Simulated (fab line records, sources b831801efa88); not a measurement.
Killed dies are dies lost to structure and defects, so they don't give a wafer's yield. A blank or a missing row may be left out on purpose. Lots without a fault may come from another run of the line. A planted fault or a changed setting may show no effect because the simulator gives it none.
One fault seen from 2 desks | flow gf180mcu | each desk has only its own numbers; what lay behind them comes last

THE METROLOGY DESK
What the gauges read, lot by lot, whatever tool the lot ran on: means of the sampled wafers that have a number. A lot is out of limits, marked OUT, if its mean lies more than 4 standard deviations from the usual mean; the brackets give that distance.
Columns: A = cd_nm at GF_M5_CD_MEAS_07, usual 280.1 nm
lot  | first seen here | A
L380 | day 26 08:53    | 279.6
L381 | day 26 10:23    | 280.0
L384 | day 27 19:28    | 281.0
L386 | day 28 07:45    | 280.6
L387 | day 28 10:41    | 278.5
L388 | day 28 17:19    | 281.0
L389 | day 29 08:15    | 281.0
L390 | day 29 14:56    | 280.0
L391 | day 29 21:26    | 280.0
L394 | day 30 14:10    | 282.3
L400 | day 32 08:39    | 281.2
L401 | day 32 09:19    | 279.0
This desk's finding: nothing out of limits on any of the 12 lots.

THE TOOL OWNER'S DESK: pvd_sputter-03
The tool's own readings at GF_TOP_METAL_SPUTTER_04 (material TiN, target thk 25 nm, time 20.8 s): means of the sampled wafers that have a number, for each lot that ran on this tool. A lot is out of limits, marked OUT, if its mean lies more than 4 standard deviations from the usual mean; the brackets give that distance.
Columns: A = cathode_dc_power_W at GF_TOP_METAL_SPUTTER_04, usual 6500.0 W; B = throttle_valve_pct at GF_TOP_METAL_SPUTTER_04, usual 30.1 %
lot  | first seen here | A                | B
L384 | day 28 18:53    | 6500.0           | 29.4
L387 | day 29 10:01    | 6499.1           | 30.0
L388 | day 29 15:44    | 6500.4           | 30.3
L401 | day 33 05:25    | 6591.6 (+76) OUT | 29.6
This desk's finding: out of limits on L401; first on L401, day 33 05:25 (cathode_dc_power_W at GF_TOP_METAL_SPUTTER_04). In limits: L384, L387, L388.

PUT TOGETHER
The tool owner's desk could have raised an alarm at day 33 05:25, on L401.
The metrology desk saw nothing out of limits.
The metrology desk has L401 on record, within its limits.
Of the lots named, all ran GF_TOP_METAL_SPUTTER_04 on pvd_sputter-03.

WHAT THE SIMULATOR HAD PUT IN
Process parameter drift: pvd_sputter-03, from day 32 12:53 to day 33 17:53, at GF_TOP_METAL_SPUTTER_04. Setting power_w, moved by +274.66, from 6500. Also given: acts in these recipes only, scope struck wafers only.
Lots struck among those shown: L401.
Hours from the fault's start to each desk's first reading out of limits: the tool owner's desk, 17.
